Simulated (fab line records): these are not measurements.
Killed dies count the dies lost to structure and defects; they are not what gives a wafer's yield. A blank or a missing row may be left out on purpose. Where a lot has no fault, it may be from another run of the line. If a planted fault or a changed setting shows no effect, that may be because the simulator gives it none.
The same fault as seen by 2 desks -- flow sky130 -- what lay behind the numbers comes last; until then each desk has only its own

DESK OF THE TOOL OWNER: pvd_sputter-01
The tool's own readings at SKY_CONTACT_SPUTTER_23 (material TiN, target thk 20 nm, time 80 s): means of the sampled wafers that have a number, for each lot that ran on this tool. Any lot whose mean is over 4 standard deviations away from the usual mean is out of limits and marked OUT; that distance is given in the brackets.
Columns: A = throttle_valve_pct at SKY_CONTACT_SPUTTER_23, usual 30.1 %
lot,first seen here,A
L226,day 32 03:19,28.5
L229,day 33 15:39,28.6
L234,day 35 08:47,29.4
L241,day 37 03:17,30.0
L242,day 37 11:43,30.1
This desk's verdict: no lot among the 5 shows anything out of limits.

FROM THE METROLOGY DESK
Lot by lot, what the gauges showed, no matter which tool ran the lot: averages of those sampled wafers that carry a number. Any lot whose mean is over 4 standard deviations away from the usual mean is out of limits and marked OUT; that distance is given in the brackets.
Columns: A = CAP2M_OVL at SKY_CAP2M_OVL_MEAS_12, usual 0.0 nm; B = VIA4_HDPCVD_THK at SKY_VIA4_THK_MEAS_01, usual 1750 nm
lot,first seen here,A,B
L224,day 40 16:13,2.8,1727
L226,day 41 05:37,0.2,1732
L227,day 41 11:43,0.5,1763
L228,day 41 13:49,-0.5,1739
L229,day 42 11:19,-1.3,1753
L230,day 42 15:43,-1.7,1744
L232,day 43 07:41,0.5,1751
L234,day 44 00:13,1.0,1786
L231,day 44 02:49,0.3,1782
L241,day 45 12:07,0.9,1745
L242,day 45 18:49,-0.3,1737
L244,day 46 07:41,-1.5,1749
L246,day 46 12:55,-1.3,1766
This desk's verdict: no lot among the 13 shows anything out of limits.

TAKEN TOGETHER
The tool owner's desk saw nothing out of limits.
From the metrology desk's view, nothing was out of limits.

WHAT THE SIMULATOR HAD INSERTED
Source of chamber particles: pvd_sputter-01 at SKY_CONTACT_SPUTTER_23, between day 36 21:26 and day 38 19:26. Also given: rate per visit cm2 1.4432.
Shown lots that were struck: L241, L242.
